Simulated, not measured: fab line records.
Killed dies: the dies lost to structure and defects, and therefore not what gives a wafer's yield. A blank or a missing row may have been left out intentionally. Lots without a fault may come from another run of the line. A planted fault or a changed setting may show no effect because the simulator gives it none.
The same fault as seen by 2 desks    flow gf180mcu    each desk holds nothing but its own numbers, with what lay behind them at the end

## DESK OF THE TOOL OWNER: pecvd-03
The tool's own readings at GF_PASSIVATION_CVD_00 (deposits SiO2 from TEOS, target thk 1000 nm, time 111.95 s): means of the sampled wafers that have a number, for each lot that ran on this tool. Any lot whose mean is over 4 standard deviations away from the usual mean is out of limits and marked OUT; that distance is given in the brackets.
Columns: A = heater power w at GF_PASSIVATION_CVD_00, usual 626 W; B = rf fwd power W at GF_PASSIVATION_CVD_00, usual 596.6 W; C = run length s at GF_PASSIVATION_CVD_00, usual 139.6 s
lot   first seen here  A    B      C
L275  day 30 06:22     582  594.9  139.6
L277  day 30 14:40     493  596.4  139.3
L278  day 30 23:00     488  595.0  139.4
L280  day 31 10:20     559  595.0  139.1
L282  day 32 03:50     536  597.1  145.5 (+11) OUT
L285  day 32 20:26     483  593.5  144.0 (+8.5) OUT
This desk finds L282, L285 out of limits, L282 being first, at day 32 03:50 (run length s at GF_PASSIVATION_CVD_00). In limits: L275, L277, L278, L280.

## THE METROLOGY DESK
Means of the sampled wafers that have a number, per lot and without regard to the tool the lot ran on: this is what the gauges read. Any lot whose mean is over 4 standard deviations away from the usual mean is out of limits and marked OUT; that distance is given in the brackets.
Columns: A = V4_BOW at GF_V4_BOW_MEAS_05, usual 135 um; B = V5_CVD_02_THK at GF_V5_THK_MEAS_03, usual 1446 nm; C = PASSIVATION_CVD_00_THK at GF_PASSIVATION_THK_MEAS_01, usual 1004 nm
lot   first seen here  A    B     C
L270  day 24 01:55     132  1460  997
L272  day 24 19:08     139  1445  995
L275  day 25 20:41     139  1457  1010
L276  day 26 01:42     127  1459  1009
L277  day 26 05:23     140  1431  987
L278  day 26 15:03     140  1447  995
L279  day 27 02:09     137  1454  1003
L280  day 27 05:58     132  1431  1001
L282  day 28 00:54     124  1456  1057 (+4.1) OUT
L285  day 28 20:37     134  1458  1047
L290  day 30 00:28     123  1427  991
L292  day 30 21:47     133  1430  1007
This desk reports L282 out of limits; the earliest was L282 at day 32 03:55 (PASSIVATION_CVD_00_THK at GF_PASSIVATION_THK_MEAS_01). In limits: L270, L272, L275, L276, L277, L278, L279, L280, L285, L290, L292.

## TAKEN TOGETHER
On L282, L285, at day 32 03:50, an alarm was possible from the tool owner's desk.
The metrology desk could have raised an alarm at day 32 03:55, on L282.
The metrology desk holds a record of L285, inside its limits.
Every lot named ran GF_PASSIVATION_CVD_00 on pecvd-03.

## WHAT WAS PUT IN BY THE SIMULATOR
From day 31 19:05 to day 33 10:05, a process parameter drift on pecvd-03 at GF_PASSIVATION_CVD_00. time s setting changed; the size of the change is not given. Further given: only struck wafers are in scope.
Struck lots among those shown: L282, L285.
Counting hours from when the fault started, the first reading out of limits came at 9 for the tool owner's desk and at 9 for the metrology desk.
